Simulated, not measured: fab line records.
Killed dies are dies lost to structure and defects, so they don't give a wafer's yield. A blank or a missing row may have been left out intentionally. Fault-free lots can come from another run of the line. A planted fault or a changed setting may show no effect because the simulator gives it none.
One fault seen from 2 desks ; flow sky130 ; numbers are kept per desk, each desk with only its own; the story behind them comes last

TOOL OWNER'S DESK, implanter-02
For each lot that ran on this tool, the mean over its sampled wafers that have a number, from the tool's own readings at SKY_SD_N_IMPLANT_09. If a lot's mean is further than 4 standard deviations from the usual mean, the lot is out of limits and carries the mark OUT (the distance appears in the brackets).
Columns: A = endStationPressureTorr at SKY_SD_N_IMPLANT_09, usual 1.33e-05 Torr
lot;first seen here;A
L379;day 27 16:22;1.32e-05
L390;day 32 12:16;1.29e-05
L389;day 32 14:01;1.33e-05
Result from this desk: across the 3 lots, nothing is out of limits.

FROM THE METROLOGY DESK
What the gauges read for every lot (on any tool): the sampled wafers with a number, averaged. If a lot's mean is further than 4 standard deviations from the usual mean, the lot is out of limits and carries the mark OUT (the distance appears in the brackets). 7 of its 11 readings are shown, namely those furthest out on some lot.
Columns: A = RES_XHIGH_TW at SKY_RES_XHIGH_TW_MEAS_09, usual 1644; B = SD_N_OVL at SKY_SD_N_OVL_MEAS_08, usual 0.2 nm; C = SD_N_TW at SKY_SD_N_TW_MEAS_12, usual 3986; D = SD_N_RS at SKY_SD_N_RS_MEAS_16, usual 68.39 ohm/sq; E = SD_P_RS at SKY_SD_N_RS_MEAS_17, usual 146.7 ohm/sq; F = cdNm at SKY_LI_CONTACT_CD_MEAS_12, usual 170.4 nm; G = LI_CONTACT_OVL at SKY_LI_CONTACT_OVL_MEAS_13, usual 1 nm
lot;first seen here;A;B;C;D;E;F;G
L379;day 26 11:27;1656;1.5;4003;68.31;146.7;172.2;7
L390;day 31 08:36;1633;0.2;3986;68.52;146.9;171.1;15
L389;day 31 10:25;1648;0.9;4009;68.40;146.9;172.3;3
L393;day 31 14:25;1632;1.0;3981;68.32;146.5;169.5;6
L394;day 31 18:22;1633;-1.8;4007;68.37;146.9;169.9;-2
L402;day 34 08:34;1633;-1.7;3939;68.41;147.3;167.0;5
Result from this desk: across the 6 lots, nothing is out of limits.

ALL TOGETHER
The tool owner's desk saw nothing out of limits.
At the metrology desk, nothing out of limits was observed.

WHAT THE SIMULATOR HAD PUT IN
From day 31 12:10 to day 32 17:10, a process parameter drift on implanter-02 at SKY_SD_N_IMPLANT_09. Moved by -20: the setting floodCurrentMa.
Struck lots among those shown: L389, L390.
